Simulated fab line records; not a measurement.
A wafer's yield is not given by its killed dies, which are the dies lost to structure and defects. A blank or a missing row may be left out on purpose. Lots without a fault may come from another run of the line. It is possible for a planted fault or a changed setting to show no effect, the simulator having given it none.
Struck lot and sound lot, side by side ; flow gf180mcu ; 27 out of 602 route steps
Sound: wafers L414.2, L414.3, L414.6. Wafers struck: L426.1, L426.5, L426.6. The cause comes at the end.
For every step that has rows: the tool of each side, followed by ch and its chambers, followed by its first start. Under that, the readings that differ: sound wafers ; struck wafers ; difference of the means ; sigmas: that difference in standard deviations of wafers without a fault.
alike: readings with means less than 2 such deviations apart, plus words and numbers identical on both sides. not compared: withheld readings, readings lacking a value on some wafer, bounds such as >300 that could conceal the same value, and numbers that have no deviation in the record and whose values overlap.
Wherever a step has rows on one side only, a row that says differs or no value, or a row with sigmas, the two part there. Numbers that don't overlap but have no deviation are shown without sigmas and don't part them. Lack of a reading on every wafer of one side parts them only where that side has two or more wafers.

first, 7 steps without rows for these wafers: GF_V1_ETCH_16 (etches BARC in N2/H2); GF_V1_ETCH_17 (etches SiO2 in C4F8/O2/Ar, stops on TiN, target depth 630 nm); GF_V1_STRIP_18 (strips in O2/N2); GF_V1_STRIP_19 (strips in post etch residue remover, time 1200 s); GF_V1_CLEAN_20 (cleans in DIW); GF_V1_SPUTTER_21 (material Ti, target thk 15 nm, time 80.02 s); GF_V1_SPUTTER_22 (material TiN, target thk 10 nm, time 40 s).
GF_V1_CVD_23: deposits W, target thk 350 nm, time 105.05 s.
  sound on cvdW-01 ch 0,1, day 21 15:38; struck on cvdW-01 ch 0,1, day 25 08:16
  alike: heaterPowerW
GF_V1_RS_MEAS_24: measures by four-point-probe.
  sound on filmMetro-03 at day 21 15:47; struck on filmMetro-03 at day 25 08:22
  alike: V1_W_RS
GF_V1_THK_MEAS_25: measures by xrf.
  sound on filmMetro-03 at day 21 15:53; struck on filmMetro-03 at day 25 08:29
  alike: V1_W_THK
then, 1 step without rows for these wafers: GF_V1_CMP_26 (polishes, stops on SiO2, t overpolish 15 s, target thk 0 nm).
GF_M2_SPUTTER_00: material Ti, target thk 37.5 nm, time 150 s.
  sound on pvdSputter-01 at day 21 16:14; struck on pvdSputter-01 at day 25 08:51
reading;sound;struck;difference;sigmas
throttleValvePct (%);29.3 26.5 26.8;30.9 29.7 30.8;+2.9;+2
  alike: cathodeDcPowerW, chamberPressurePa
GF_M2_SPUTTER_01: material TiN, target thk 30 nm, time 25 s.
  sound on pvdSputter-01 at day 21 16:20; struck on pvdSputter-01 at day 25 08:57
  no value came back on the struck wafers for cathodeDcPowerW (W), chamberPressurePa (Pa), throttleValvePct (%); on the sound wafers cathodeDcPowerW (W) reads 6499.5 6499.6 6499.9
then, 1 step without rows for these wafers: GF_M2_SPUTTER_02 (material AlCu, target thk 450 nm, time 23.9 s).
GF_M2_SPUTTER_03: material Ti, target thk 10 nm, time 6.7 s.
  sound on pvdSputter-01 at day 21 16:24; struck on pvdSputter-01 at day 25 09:01
  alike: cathodeDcPowerW, chamberPressurePa, throttleValvePct
GF_M2_SPUTTER_04: material TiN, target thk 50 nm, time 41.7 s.
  sound on pvdSputter-01 at day 21 16:25; struck on pvdSputter-01 at day 25 09:02
reading;sound;struck;difference;sigmas
throttleValvePct (%);29.7 26.8 26.9;31.0 29.7 31.0;+2.8;+2
  alike: cathodeDcPowerW, chamberPressurePa
then, 7 steps without rows for these wafers: GF_M2_DEHYDRATE_07 (time 60 s); GF_M2_HMDS_08 (prime time 60 s); GF_M2_COAT_09 (resist thk 1000 nm); GF_M2_SOFTBAKE_10 (time 58.37 s); GF_M2_EXPOSE_11 (exposes mask Metal2, target cd 280 nm); GF_M2_PEB_12 (peb time 90 s); GF_M2_DEVELOP_13 (develop time 60 s).
GF_M2_CD_MEAS_14: the cd target is 280 nm.
  sound on cdSem-02 at day 22 15:43; struck on cdSem-02 at day 26 06:20
  alike: cdNm
GF_M2_OVL_MEAS_15:
  sound on overlay-01 at day 22 15:50; struck on overlay-01 at day 26 06:27
  alike: M2_OVL
GF_M2_METAL_ETCH_16: etches the open film in Cl2/BCl3, stops on SiO2, target depth 627.5 nm, time 104.6 s.
  sound on rieMetal-02 ch 0,1, day 22 15:52; struck on rieMetal-01 ch 0,1, day 26 06:29
reading;sound;struck;difference;sigmas
oesProductAu (a.u.);0.970 0.974 0.973;0.954 0.946 0.956;-0.020;-3
  alike: drypumpMotorCurrentA, rfFwdPowerW, throttleValvePct
  not compared: rfHoursCounterH
GF_M2_STRIP_17: strips in O2/N2.
  sound on plasmaAsher-01 ch 0,1, day 22 16:01; struck on plasmaAsher-04 ch 0,1, day 26 06:36
  alike: drypumpMotorCurrentA, heaterPowerW, o2FlowSccm, oesProductAu, platenTempC, stripTimeToEndpointS
  not compared: rfHoursCounterH

WHERE THEY PART
Earliest at GF_M2_SPUTTER_00; latest, in this record, at GF_M2_METAL_ETCH_16. Later steps at which nothing parts them and some readings are alike: GF_M2_STRIP_17.

WHY: the cause the simulator had injected
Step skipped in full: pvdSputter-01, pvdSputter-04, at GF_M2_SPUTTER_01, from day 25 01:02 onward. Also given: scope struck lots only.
